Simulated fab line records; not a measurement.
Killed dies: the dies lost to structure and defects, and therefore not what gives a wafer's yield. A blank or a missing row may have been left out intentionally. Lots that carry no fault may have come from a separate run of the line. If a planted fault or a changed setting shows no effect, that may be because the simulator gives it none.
Which tool was responsible? | flow sfq_line | 42 wafers from 14 lots sampled at 2 of the route's 325 steps

## WHAT EACH GAUGE READ, for each wafer
SFQ_M1_OVL_MEAS_911. Usual: M1_OVL typically reads 0 nm, with standard deviation 5.5.
lot  | measured     | on         | M1_OVL (nm) | flag
L639 | day 14 11:46 | overlay-02 | -8 -2 -7    |
L640 | day 14 18:58 | overlay-02 | -2 -8 -1    |
L644 | day 16 20:35 | overlay-01 | -6 -9 -5    |
L648 | day 18 15:53 | overlay-01 | 2 4 12      |
L650 | day 19 11:05 | overlay-02 | 6 4 2       |
L654 | day 20 13:29 | overlay-01 | 2 0 8       |
L655 | day 20 17:05 | overlay-01 | 10 4 -1     |
L656 | day 21 13:02 | overlay-02 | 5 3 2       |
L657 | day 21 15:26 | overlay-02 | -3 -2 -2    |
L658 | day 22 03:14 | overlay-02 | -1 -1 0     |
L659 | day 22 15:14 | overlay-02 | -7 -7 -12   |
L660 | day 22 17:38 | overlay-01 | 3 -3 5      |
L661 | day 23 04:26 | overlay-02 | 8 1 11      |
L662 | day 23 14:02 | overlay-01 | 8 6 8       |

## TOOL THAT RAN EACH LOT (tool first, then ch and the chambers of the sampled wafers, then the start)
lot  | SFQ_TRILAYER_M0_STRIP_STRIP_025
L639 | rie_metal-02 ch 0,1, day 5 18:08
L640 | rie_metal-02 ch 0,1, day 6 00:14
L644 | rie_metal-04 ch 0,1, day 7 02:31
L648 | rie_metal-04 ch 0,1, day 8 07:11
L650 | rie_metal-02 ch 0, day 8 21:33
L654 | rie_metal-02 ch 0,1, day 9 21:06
L655 | rie_metal-04 ch 0, day 10 01:05
L656 | rie_metal-02 ch 0,1, day 10 09:06
L657 | rie_metal-04 ch 0,1, day 10 13:54
L658 | rie_metal-02 ch 1, day 10 20:05
L659 | rie_metal-04 ch 0,1, day 11 00:42
L660 | rie_metal-04 ch 0,1, day 11 07:54
L661 | rie_metal-04 ch 0,1, day 11 14:55
L662 | rie_metal-04 ch 0,1, day 11 22:07
- SFQ_TRILAYER_M0_STRIP_STRIP_025: strips in O2.

## AS READ BY THE TOOLS THEMSELVES (means over the sampled wafers that have a number; for cases with no such wafer, the mark the record gives instead)
SFQ_TRILAYER_M0_STRIP_STRIP_025. Usual: drypump_motor_current_A 5.55 A, standard deviation 0.22; oes_product_au 0.994 a.u., standard deviation 0.0089.
lot  | tool         | drypump_motor_current_A (A) | oes_product_au (a.u.) | flag
L639 | rie_metal-02 | 5.41                        | 0.993                 |
L640 | rie_metal-02 | 5.42                        | 0.997                 |
L644 | rie_metal-04 | 5.56                        | 0.987                 |
L648 | rie_metal-04 | 5.60                        | 0.996                 |
L650 | rie_metal-02 | 5.22                        | 0.999                 |
L654 | rie_metal-02 | 5.41                        | 0.999                 |
L655 | rie_metal-04 | 5.58                        | 0.989                 |
L656 | rie_metal-02 | 5.43                        | 1.000                 |
L657 | rie_metal-04 | 5.57                        | 0.994                 |
L658 | rie_metal-02 | 5.82                        | 0.995                 |
L659 | rie_metal-04 | 5.58                        | 0.991                 |
L660 | rie_metal-04 | 5.59                        | 0.986                 |
L661 | rie_metal-04 | 5.58                        | 0.996                 |
L662 | rie_metal-04 | 5.58                        | 0.989                 |

## THE ANSWER, worked out from the rows above alone
Rule: take the mean of a lot's wafers that have a number; if it is more than 3 standard deviations from the usual mean, the lot is off. A lot without any number at a reading at which 4 lots or more have one is off too. Where the step has rows for the other lots, those lots are counted as sound. After the gauges, taken in route order, come the tools' own readings; for these a lot's mean is taken, as printed above. The first step at which some lot is off is used, and at that step the reading that is off furthest; a lot without a number counts as furthest.
No lot is off at any reading shown: from this, nothing can be told.

## WHAT THE SIMULATOR PUT IN
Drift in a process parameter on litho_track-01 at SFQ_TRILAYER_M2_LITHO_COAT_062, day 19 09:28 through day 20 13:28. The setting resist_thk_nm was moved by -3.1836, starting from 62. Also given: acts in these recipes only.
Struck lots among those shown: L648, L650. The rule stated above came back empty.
